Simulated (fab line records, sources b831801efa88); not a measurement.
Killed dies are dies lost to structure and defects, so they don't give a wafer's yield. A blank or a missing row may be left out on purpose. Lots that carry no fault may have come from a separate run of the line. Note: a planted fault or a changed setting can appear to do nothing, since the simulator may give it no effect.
Which tool is to blame? | flow sky130 | 14 lots, 42 wafers sampled, at 4 steps of a route of 708

WHAT THE GAUGES SHOWED, per wafer
SKY_SONOS_ONO_THK_MEAS_03. Usual: SONOS_ONO_CVD_02_THK gives 10.54 nm (standard deviation 0.13).
lot  | measured     | on            | SONOS_ONO_CVD_02_THK (nm) | flag
L689 | day 11 19:37 | film-metro-02 | 10.29 10.30 10.28         |
L690 | day 11 19:38 | film-metro-03 | 10.76 10.60 10.59         |
L691 | day 12 07:43 | film-metro-04 | 10.59 10.55 10.60         |
L692 | day 12 14:34 | film-metro-02 | 10.64 10.49 10.53         |
L693 | day 12 20:33 | film-metro-02 | 10.36 10.32 10.36         |
L696 | day 14 02:33 | film-metro-04 | 10.51 10.55 10.48         |
L697 | day 14 06:14 | film-metro-04 | 10.58 10.53 10.53         |
L700 | day 15 02:14 | film-metro-02 | 10.49 10.45 10.63         |
L705 | day 17 01:40 | film-metro-04 | 10.75 10.65 10.61         |
L707 | day 17 09:10 | film-metro-02 | 10.60 10.76 10.76         |
L708 | day 17 17:33 | film-metro-04 | 10.58 10.66 10.55         |
L710 | day 18 14:01 | film-metro-04 | 10.19 10.47 10.43         |
L711 | day 19 03:13 | film-metro-02 | 10.23 10.28 10.23         |
L712 | day 19 07:14 | film-metro-04 | 10.62 10.44 10.59         |

SKY_SONOS_ONO_OVL_MEAS_14. Usual: SONOS_ONO_OVL gives 0.1 nm (standard deviation 1.4).
lot  | measured     | on         | SONOS_ONO_OVL (nm) | flag
L689 | day 12 20:49 | overlay-01 | -0.4 0.4 1.8       |
L690 | day 12 22:55 | overlay-01 | 0.2 0.6 0.9        |
L691 | day 13 10:00 | overlay-01 | -0.3 0.8 -1.0      |
L692 | day 13 17:28 | overlay-01 | -0.8 -1.4 -1.4     |
L693 | day 13 22:46 | overlay-02 | 2.6 2.6 2.4        |
L696 | day 15 05:25 | overlay-02 | 0.9 1.6 1.6        |
L697 | day 15 10:01 | overlay-02 | -1.5 -2.6 -1.7     |
L700 | day 16 07:07 | overlay-02 | 2.3 1.0 1.2        |
L705 | day 18 08:16 | overlay-02 | 0.7 0.3 1.7        |
L707 | day 18 16:17 | overlay-01 | -0.9 -0.4 -0.5     |
L708 | day 19 00:40 | overlay-01 | -2.2 -1.0 0.8      |
L710 | day 19 21:13 | overlay-02 | -0.8 -0.8 0.1      |
L711 | day 20 10:46 | overlay-02 | 0.0 1.4 2.0        |
L712 | day 20 15:49 | overlay-02 | 1.1 0.6 -1.3       |

SKY_SD_N_OVL_MEAS_08. Usual: SD_N_OVL gives -0.2 nm (standard deviation 1.6).
lot  | measured     | on         | SD_N_OVL (nm)  | flag
L689 | day 28 01:34 | overlay-02 | -0.4 -1.3 0.4  |
L690 | day 28 09:49 | overlay-01 | -0.7 -0.2 -0.7 |
L691 | day 28 18:09 | overlay-02 | 1.3 1.7 1.3    |
L692 | day 29 02:55 | overlay-01 | 0.5 -0.4 -1.6  |
L693 | day 29 06:13 | overlay-01 | -1.6 -1.3 -3.2 |
L696 | day 31 00:46 | overlay-02 | 0.5 2.1 -0.9   |
L697 | day 31 03:16 | overlay-01 | -1.7 -0.1 -2.5 |
L700 | day 31 12:22 | overlay-02 | 1.7 1.4 0.6    |
L705 | day 33 11:04 | overlay-02 | 2.0 1.4 -0.9   |
L707 | day 33 14:40 | overlay-02 | 1.5 2.1 0.7    |
L708 | day 34 02:17 | overlay-01 | -1.4 -3.4 -2.5 |
L710 | day 34 16:43 | overlay-02 | 2.5 0.7 -0.6   |
L711 | day 35 09:19 | overlay-01 | 1.1 -0.1 1.1   |
L712 | day 35 13:25 | overlay-02 | -1.9 -1.7 0.1  |

WHICH TOOL RAN EACH LOT (tool, then ch and the chambers of the sampled wafers, then the start)
lot  | SKY_RES_XHIGH_DEHYDRATE_00
L689 | litho-track-04 ch 0, day 26 05:56
L690 | litho-track-04 ch 0, day 26 15:24
L691 | litho-track-01 ch 0, day 26 22:07
L692 | litho-track-04 ch 0, day 27 06:45
L693 | litho-track-03 ch 0, day 27 11:02
L696 | litho-track-04 ch 0, day 29 07:50
L697 | litho-track-04 ch 0, day 29 09:21
L700 | litho-track-01 ch 0, day 29 19:40
L705 | litho-track-03 ch 0, day 31 18:32
L707 | litho-track-04 ch 0, day 31 22:12
L708 | litho-track-01 ch 0, day 32 09:16
L710 | litho-track-03 ch 0, day 33 00:14
L711 | litho-track-01 ch 0, day 33 16:18
L712 | litho-track-03 ch 0, day 33 21:08
- SKY_RES_XHIGH_DEHYDRATE_00: time 60 s.

WHAT THE TOOLS THEMSELVES READ (means of the sampled wafers that have a number; where no wafer has one, the mark that the record gives instead)
SKY_RES_XHIGH_DEHYDRATE_00. Usual: heater-power-total-W 160.38 W, standard deviation 0.12; plate-temp-C 200.02 C, standard deviation 0.16.
lot  | tool           | heater-power-total-W (W) | plate-temp-C (C) | flag
L689 | litho-track-04 | 160.51                   | 200.10           |
L690 | litho-track-04 | 160.38                   | 200.11           |
L691 | litho-track-01 | 160.46                   | 199.96           |
L692 | litho-track-04 | 160.47                   | 200.02           |
L693 | litho-track-03 | 160.47                   | 199.75           |
L696 | litho-track-04 | 165.57                   | 205.23           | OFF
L697 | litho-track-04 | 165.63                   | 205.17           | OFF
L700 | litho-track-01 | 160.28                   | 200.03           |
L705 | litho-track-03 | 160.38                   | 199.89           |
L707 | litho-track-04 | 160.45                   | 200.25           |
L708 | litho-track-01 | 160.39                   | 200.11           |
L710 | litho-track-03 | 160.43                   | 200.04           |
L711 | litho-track-01 | 160.43                   | 200.01           |
L712 | litho-track-03 | 160.31                   | 200.16           |

THE ANSWER, worked out from the rows above alone
Rule: take the mean of a lot's wafers that have a number; if it is more than 3 standard deviations from the usual mean, the lot is off. A lot without any number at a reading at which 4 lots or more have one is off too. Any other lot the step has rows for is counted as sound. The gauges are gone through in route order, then the tools' own readings, and for those a lot's mean is taken as printed above. The first step at which some lot is off is used, and at that step the reading that is off furthest; a lot without a number counts as furthest.
Off at SKY_RES_XHIGH_DEHYDRATE_00 (heater-power-total-W): L696, L697.
A tool fits if, at that step or a process step before it, it ran every lot that is off, and no sound lot after the first of them. Not one of the candidates tried fits.

WHAT THE SIMULATOR HAD INSERTED
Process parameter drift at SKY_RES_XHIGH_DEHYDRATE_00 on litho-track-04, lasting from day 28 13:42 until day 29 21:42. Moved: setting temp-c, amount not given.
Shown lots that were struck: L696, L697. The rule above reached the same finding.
